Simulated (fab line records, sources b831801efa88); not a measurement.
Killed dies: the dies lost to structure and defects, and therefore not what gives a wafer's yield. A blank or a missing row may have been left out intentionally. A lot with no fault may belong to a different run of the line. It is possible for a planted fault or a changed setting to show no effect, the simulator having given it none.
One fault through the eyes of 2 desks :: flow sfq-line :: every desk sees just its own numbers, and what lay behind them comes last

TOOL OWNER'S DESK, rie-diel-03
The tool's own readings at SFQ_TRILAYER_I6_VIA_BARC_OPEN_VIA_ETCH_235 (etches BARC in O2, target depth 125 nm, time 41.7 s): means of the sampled wafers that have a number, for each lot that ran on this tool. If a lot's mean is further than 4 standard deviations from the usual mean, the lot is out of limits and carries the mark OUT (the distance appears in the brackets).
Columns: A = drypump-motor-current-A at SFQ_TRILAYER_I6_VIA_BARC_OPEN_VIA_ETCH_235, usual 5.7 A; B = oes-product-au at SFQ_TRILAYER_I6_VIA_BARC_OPEN_VIA_ETCH_235, usual 0.685 a.u.; C = rf-fwd-power-W at SFQ_TRILAYER_I6_VIA_BARC_OPEN_VIA_ETCH_235, usual 494.9 W; D = run-length-s at SFQ_TRILAYER_I6_VIA_BARC_OPEN_VIA_ETCH_235, usual 70.2 s
lot: L229
first seen here: day 76 19:27
A: 5.5
B: 0.687
C: 493.1
D: 70.0

lot: L233
first seen here: day 81 03:48
A: 5.9
B: 0.674
C: 493.4
D: 71.8

lot: L234
first seen here: day 81 07:32
A: 5.6
B: 0.674
C: 494.8
D: 72.2 (+4.9) OUT

lot: L238
first seen here: day 82 07:39
A: 5.8
B: 0.673
C: 493.2
D: 72.4 (+5.5) OUT

lot: L244
first seen here: day 85 20:28
A: 5.5
B: 0.684
C: 495.3
D: 69.8
Finding of this desk: L234, L238 out of limits; the first was L234 at day 81 07:32, on run-length-s at SFQ_TRILAYER_I6_VIA_BARC_OPEN_VIA_ETCH_235. Within limits: L229, L233, L244.

THE METROLOGY DESK
What the gauges read, lot by lot, whatever tool the lot ran on: means of the sampled wafers that have a number. If a lot's mean is further than 4 standard deviations from the usual mean, the lot is out of limits and carries the mark OUT (the distance appears in the brackets).
Columns: A = I6_BOW at SFQ_I6_BOW_MEAS_941, usual 6 um; B = I6_OVL at SFQ_I6_OVL_MEAS_942, usual -2 nm
lot: L227
first seen here: day 76 10:27
A: 20
B: -4

lot: L229
first seen here: day 76 14:01
A: -0
B: 7

lot: L233
first seen here: day 77 06:02
A: 18
B: -9

lot: L234
first seen here: day 77 09:02
A: -0
B: -7

lot: L237
first seen here: day 77 21:20
A: 10
B: -1

lot: L238
first seen here: day 78 00:04
A: 12
B: -2

lot: L244
first seen here: day 81 23:41
A: 2
B: -8
This desk's verdict: no lot among the 7 shows anything out of limits.

ALL TOGETHER
The tool owner's desk had the chance to raise an alarm at day 81 07:32 on L234, L238.
From the metrology desk's view, nothing was out of limits.
The metrology desk holds a record of L234, L238, inside its limits.
All the named lots went through SFQ_TRILAYER_I6_VIA_BARC_OPEN_VIA_ETCH_235 on rie-diel-03.

WHAT HAD BEEN PUT IN BY THE SIMULATOR
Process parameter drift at SFQ_TRILAYER_I6_VIA_BARC_OPEN_VIA_ETCH_235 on rie-diel-03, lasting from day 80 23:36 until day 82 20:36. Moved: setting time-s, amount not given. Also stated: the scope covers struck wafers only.
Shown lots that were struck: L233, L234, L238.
How many hours passed from the start of the fault until each desk's first out-of-limits reading: the tool owner's desk, 8.
